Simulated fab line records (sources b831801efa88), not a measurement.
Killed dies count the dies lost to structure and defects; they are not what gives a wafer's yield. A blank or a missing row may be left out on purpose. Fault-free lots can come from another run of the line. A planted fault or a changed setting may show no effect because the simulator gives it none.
Struck lot and sound lot, side by side || flow gf180mcu || 14 out of 602 route steps
Sound: the wafers L700.1, L700.2, L700.6. Wafers L697.1, L697.2, L697.4 were the ones struck. Last of all comes the cause.
Order at every step that has rows: each side's tool, ch and its chambers, its first start. Under that, the readings that differ: sound wafers || struck wafers || difference of the means || sigmas: that difference in standard deviations of wafers without a fault.
alike: words and numbers the same on both sides, and readings whose means are apart by under 2 such deviations; not compared: readings that were withheld, readings missing a value for some wafer, numbers with overlapping values and no deviation given by the record, and bounds like >300 which may hide the same value.
The two part at a step that has a row with sigmas, a row that says differs or no value, or rows on one side only. Numbers that have no deviation but don't overlap get no sigmas and don't part them. Lack of a reading on every wafer of one side parts them only where that side has two or more wafers.

first, 2 steps without rows for these wafers: GF_M4_CLEAN_19 (cleans in DIW); GF_V4_CVD_00 (deposits SiO2, target thk 600 nm, time 100 s).
GF_V4_THK_MEAS_01:
  sound on film metro-04, day 29 16:17; struck on film metro-03, day 29 02:22
  alike: V4_CVD_00_THK
GF_V4_CVD_02: deposits SiO2 from TEOS, target thk 850 nm, time 94.851 s.
  sound on pecvd-03 ch 1,2, day 29 16:20; struck on pecvd-01 ch 0,2, day 29 02:25
  alike: heater power outer w, heater power w
GF_V4_THK_MEAS_03:
  sound on film metro-03, day 29 16:25; struck on film metro-04, day 29 02:29
  alike: V4_CVD_02_THK
GF_V4_CMP_04: polishes SiO2.
  sound on cmp-02 ch 1,2, day 29 16:28; struck on cmp-01 ch 0,1,2, day 29 02:33
  alike: motor current A, retaining ring pressure frac, slurry flow ml min, time to endpoint s
GF_V4_BOW_MEAS_05:
  sound on film metro-04, day 29 16:46; struck on film metro-03, day 29 02:51
  alike: V4_BOW
then, 5 steps without rows for these wafers: GF_V4_DEHYDRATE_06 (time 60 s); GF_V4_HMDS_07 (prime time 60 s); GF_V4_COAT_08; GF_V4_COAT_09 (resist thk 1000 nm); GF_V4_SOFTBAKE_10 (time 60 s).
GF_V4_EXPOSE_11: exposes mask Via4, target cd 260 nm.
  sound on krf scanner-02 ch 0, day 30 02:10; struck on krf scanner-01, day 29 12:44
  no value came back on the struck wafers for exposure dose mJ cm2, focus offset nm (nm); on the sound wafers exposure dose mJ cm2 reads 38.05 38.04 38.02
  alike: mask
then, 1 step without rows for these wafers: GF_V4_PEB_12 (peb time 90 s).

== WHERE THEY PART ==
Within this record, at GF_V4_EXPOSE_11 only.

WHY: what the simulator had put in
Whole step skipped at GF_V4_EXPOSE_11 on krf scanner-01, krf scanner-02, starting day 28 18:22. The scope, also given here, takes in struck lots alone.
